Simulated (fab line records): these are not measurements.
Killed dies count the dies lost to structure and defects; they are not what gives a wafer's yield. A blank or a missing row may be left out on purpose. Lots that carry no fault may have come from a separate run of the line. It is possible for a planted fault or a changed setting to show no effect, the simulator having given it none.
Which tool is to blame? | flow gf180mcu | 21 wafers from 7 lots sampled at 2 of the route's 602 steps

WHAT THE GAUGES READ, wafer by wafer
GF_NSD_CD_MEAS_07: the cd target is 400 nm.
lot  | measured     | on        | cd nm (nm)
L875 | day 13 15:40 | cd sem-02 | 402.3 401.9 402.1
L878 | day 14 06:24 | cd sem-01 | 398.9 402.1 401.8
L883 | day 16 13:51 | cd sem-02 | 401.0 402.2 403.8
L886 | day 17 20:20 | cd sem-01 | 399.2 399.7 395.1
L889 | day 19 07:43 | cd sem-02 | 399.2 399.2 398.1
L894 | day 20 08:55 | cd sem-02 | 403.1 403.6 400.9
L897 | day 21 13:51 | cd sem-01 | 400.9 400.5 401.2

WHAT TOOL EACH LOT RAN ON (gives the tool, then ch and the chambers of the sampled wafers, and finally the start)
lot  | GF_HV_LDD_ETCHBACK_58
L875 | rie diel-01 ch 1,2, day 12 19:58
L878 | rie diel-04 ch 0,2,3, day 13 10:57
L883 | rie diel-03 ch 0,1,3, day 15 15:57
L886 | rie diel-04 ch 0,1,2, day 16 21:35
L889 | rie diel-01 ch 1,2,3, day 18 08:10
L894 | rie diel-01 ch 0,1,3, day 19 08:16
L897 | rie diel-01 ch 0,1,3, day 20 14:22
- GF_HV_LDD_ETCHBACK_58: etches Si3N4 in CH3F/O2, stops on SiO2, time 100 s, target depth 90 nm.

THE ANSWER, worked out from the rows above alone
Rule: what is usual is taken from the lots themselves. The widest of any qualifying gaps counts: lots, ordered by their means at a reading, are off when they make up no more than a third of the lots, leave a main group of 4 or more, and stand apart from it by 3 or more times the standard deviation of that group's means. The tables above print the reading to a certain number of digits; a main group whose means all agree to those digits is not used. Also off: a lot with no number at a reading for which 4 or more lots have one. The other lots that the step has rows for count as sound.
No lot is off at any reading shown: from this, nothing can be told.

WHAT HAD BEEN PUT IN BY THE SIMULATOR
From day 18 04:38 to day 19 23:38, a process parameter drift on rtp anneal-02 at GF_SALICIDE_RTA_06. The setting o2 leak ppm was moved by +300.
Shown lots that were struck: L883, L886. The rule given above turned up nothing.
